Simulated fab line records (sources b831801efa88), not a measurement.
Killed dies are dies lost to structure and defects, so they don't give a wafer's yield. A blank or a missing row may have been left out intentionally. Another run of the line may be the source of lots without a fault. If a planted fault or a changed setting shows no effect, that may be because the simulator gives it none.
Which tool did it?	flow gf180mcu	38 wafers from 13 lots sampled at 5 of the route's 602 steps

## WHAT THE GAUGES SHOWED, per wafer
GF_STI_THK_MEAS_24.
lot	measured	on	STI_CVD_23_THK (nm)
L687	day 2 04:41	film metro-02	648 649 651
L689	day 2 14:51	film metro-02	659 652 655
L691	day 3 00:55	film metro-01	658 656 652
L692	day 3 06:44	film metro-01	648 647 649
L693	day 3 14:54	film metro-02	645 643 651
L694	day 3 14:54	film metro-01	652 649 640
L695	day 3 21:18	film metro-04	651 648 652
L698	day 4 12:54	film metro-04	644 642 657
L699	day 4 17:14	film metro-04	649 651 657
L706	day 6 05:49	film metro-01	655 659 334
L707	day 6 10:44	film metro-01	649 335 657
L709	day 6 21:37	film metro-02	658 334
L710	day 7 01:46	film metro-02	643 637 646

GF_NWELL_OVL_MEAS_07.
lot	measured	on	NWELL_OVL (nm)
L687	day 3 07:25	overlay-01	2.3 3.0 3.0
L689	day 3 18:27	overlay-02	0.6 0.7 -0.7
L691	day 4 04:55	overlay-01	1.5 0.4 0.4
L692	day 4 14:33	overlay-01	0.3 2.1 1.3
L693	day 4 23:50	overlay-02	-0.1 1.9 -0.9
L694	day 4 23:21	overlay-02	-1.5 -0.3 -0.9
L695	day 5 03:01	overlay-02	1.3 1.1 1.9
L698	day 5 21:14	overlay-01	1.8 1.0 -0.3
L699	day 6 02:43	overlay-01	1.3 1.7 0.2
L706	day 7 15:43	overlay-01	0.6 2.0
L707	day 7 21:17	overlay-01	2.2 3.5
L709	day 8 08:31	overlay-02	2.8
L710	day 8 13:16	overlay-02	0.4 -1.6 -1.1

GF_VT_IMPLANT_OVL_MEAS_29.
lot	measured	on	VT_IMPLANT_02_OVL (nm)
L687	day 6 21:44	overlay-01	1.1 -0.3 1.0
L689	day 7 13:10	overlay-01	0.4 2.7 1.3
L691	day 8 00:05	overlay-01	0.0 1.0 0.0
L692	day 8 11:53	overlay-01	2.6 1.1 1.3
L693	day 9 00:41	overlay-02	0.3 1.1 1.5
L694	day 8 23:49	overlay-02	1.3 3.3 3.5
L695	day 9 02:42	overlay-01	1.9 2.2 2.0
L698	day 10 01:03	overlay-01	3.8 3.3 3.1
L699	day 10 05:43	overlay-02	3.5 2.7 2.1
L706	day 12 04:19	overlay-02	2.6 3.2
L707	day 12 11:28	overlay-01	0.6 -0.1
L709	day 12 22:20	overlay-01	1.4
L710	day 13 05:55	overlay-02	-0.1 -0.6 1.7

## WHAT TOOL EACH LOT RAN ON (gives the tool, then ch and the chambers of the sampled wafers, and finally the start)
lot	GF_STI_CVD_23	GF_STI_CMP_25
L687	hdpcvd-02 ch 1,2, day 2 04:35	cmp-02 ch 0,1,3, day 2 04:49
L689	hdpcvd-02 ch 0,1,2, day 2 14:46	cmp-01 ch 1,2,3, day 2 14:56
L691	hdpcvd-01 ch 1,2, day 3 00:49	cmp-01 ch 0,3, day 3 01:01
L692	hdpcvd-01 ch 0,1,2, day 3 06:40	cmp-01 ch 0,1,3, day 3 06:48
L693	hdpcvd-02 ch 0,1,2, day 3 14:49	cmp-02 ch 0,2,3, day 3 14:58
L694	hdpcvd-01 ch 1,2, day 3 14:49	cmp-01 ch 0,1, day 3 14:59
L695	hdpcvd-02 ch 0,1,2, day 3 21:12	cmp-01 ch 0,3, day 3 21:20
L698	hdpcvd-02 ch 0,1,2, day 4 12:50	cmp-01 ch 2,3, day 4 12:59
L699	hdpcvd-01 ch 0,2, day 4 17:08	cmp-02 ch 0,2,3, day 4 17:20
L706	hdpcvd-02 ch 1,2, day 6 05:43	cmp-01 ch 2,3, day 6 05:59
L707	hdpcvd-02 ch 0,1,2, day 6 10:39	cmp-01 ch 0,2, day 6 10:47
L709	hdpcvd-02 ch 0,1, day 6 21:32	cmp-02 ch 1,3, day 6 21:43
L710	hdpcvd-01 ch 0,2, day 7 01:41	cmp-02 ch 0,2,3, day 7 01:55
- GF_STI_CVD_23: deposits SiO2, target thk 650 nm, time 108.3 s.
- GF_STI_CMP_25: polishes, stops on Si3N4, t overpolish 33 s, target thk 524.6 nm.

## AS READ BY THE TOOLS THEMSELVES (means over the sampled wafers that have a number; for cases with no such wafer, the mark the record gives instead)
GF_STI_CMP_25.
lot	tool	motor current A (A)	retaining ring pressure frac	time to endpoint s (s)
L687	cmp-02	11.1	1.001	121
L689	cmp-01	11.6	0.997	124
L691	cmp-01	12.7	1.007	122
L692	cmp-01	12.0	1.001	122
L693	cmp-02	11.3	0.995	121
L694	cmp-01	12.3	0.997	123
L695	cmp-01	12.5	1.006	124
L698	cmp-01	11.9	0.999	114
L699	cmp-02	11.3	0.996	128
L706	cmp-01	11.4	1.000	99
L707	cmp-01	12.4	1.000	95
L709	cmp-02	10.6	0.999	98
L710	cmp-02	11.2	1.003	123

## THE ANSWER, worked out from the rows above alone
Rule: the usual values come from the lots themselves. Put in order of their means at a reading, lots are off if they are a third of the lots or fewer, leave a main group of 4 or more, and stand apart from it by a gap of 3 or more times the standard deviation of the main group's means; of several such gaps the widest counts. If all means in a main group match to the digits the tables above print for the reading, that group is not used. Also off: a lot with no number at a reading for which 4 or more lots have one. All remaining lots with rows at the step are treated as sound. The gauges are gone through in route order, then the tools' own readings, and for those a lot's mean is taken as printed above. At the first step where some lot is off, the reading lying furthest off is the one used; lots without a number count as furthest.
Off: at GF_STI_THK_MEAS_24 (STI_CVD_23_THK), L706, L707, L709. The main group: mean 649 nm, standard deviation 3.9.
A tool fits if, at a process step before that reading, it ran every lot that is off, and no sound lot after the first of them. Not tried: the gauges at GF_STI_THK_MEAS_24; whatever is off there is also off at GF_STI_CMP_25, on other tools, and gauge error can't account for it. One candidate fits, namely hdpcvd-02 at GF_STI_CVD_23. A fault onset in the window from L698 (day 4 12:50, its last sound lot) to L706 (day 6 05:43, its first lot off) fits.

## WHAT HAD BEEN PUT IN BY THE SIMULATOR
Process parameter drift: hdpcvd-02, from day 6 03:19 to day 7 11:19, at GF_STI_CVD_23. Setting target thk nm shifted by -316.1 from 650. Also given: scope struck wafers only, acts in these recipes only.
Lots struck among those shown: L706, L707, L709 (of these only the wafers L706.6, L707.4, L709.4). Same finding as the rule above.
